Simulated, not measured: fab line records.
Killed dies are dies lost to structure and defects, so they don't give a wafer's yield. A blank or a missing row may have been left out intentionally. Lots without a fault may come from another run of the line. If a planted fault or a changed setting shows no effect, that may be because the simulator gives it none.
Matching of chambers :: flow sfqLine :: SFQ_TRILAYER_I4_CMP_CMP_100 on cmp-01: 4 sister chambers
The step polishes SiO2. 4 wafers are shown with their chamber, then 8 later ones without.

== WAFERS, EACH WITH ITS CHAMBER ==
wafer: L620.1
chamber: 0
motorCurrentA (A): 12.0

wafer: L622.3
chamber: 3
motorCurrentA (A): 10.3

wafer: L622.6
chamber: 2
motorCurrentA (A): 8.3

wafer: L623.2
chamber: 1
motorCurrentA (A): 8.9

== WAFERS WITH NO CHAMBER GIVEN ==
wafer: L623.5
motorCurrentA (A): 12.2

wafer: L623.6
motorCurrentA (A): 9.0

wafer: L630.2
motorCurrentA (A): 12.3

wafer: L630.4
motorCurrentA (A): 9.6

wafer: L630.6
motorCurrentA (A): 9.7

wafer: L633.1
motorCurrentA (A): 8.7

wafer: L633.5
motorCurrentA (A): 10.4

wafer: L633.6
motorCurrentA (A): 8.3

== EACH ONE'S CHAMBER ==
wafer: L623.5
from the rows above: 0
in truth: 0

wafer: L623.6
from the rows above: can't be placed: 1 or 2
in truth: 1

wafer: L630.2
from the rows above: 0
in truth: 0

wafer: L630.4
from the rows above: can't be placed: 1 or 3 or 2
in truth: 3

wafer: L630.6
from the rows above: can't be placed: 3 or 1
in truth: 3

wafer: L633.1
from the rows above: can't be placed: 1 or 2
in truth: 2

wafer: L633.5
from the rows above: 3
in truth: 3

wafer: L633.6
from the rows above: can't be placed: 2 or 1
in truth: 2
Correctly placed: 3 of 8. From these rows, 5 cannot be placed; in 5 the true chamber is one of the candidates. Wrongly placed: 0.
How it was worked out, from the rows above alone: a wafer's distance from a chamber is the root of the sum, over the readings, of the square of ((its reading less the chamber's mean) divided by the reading's scatter). The wafer belongs to the nearest chamber; if the next one is less than 2 further off, it can't be placed. The mean given for a chamber averages the wafers shown for that chamber. The scatter (one wafer shown for each chamber): square how far every hidden wafer sits from the nearest shown wafer, average those squares and take the square root.
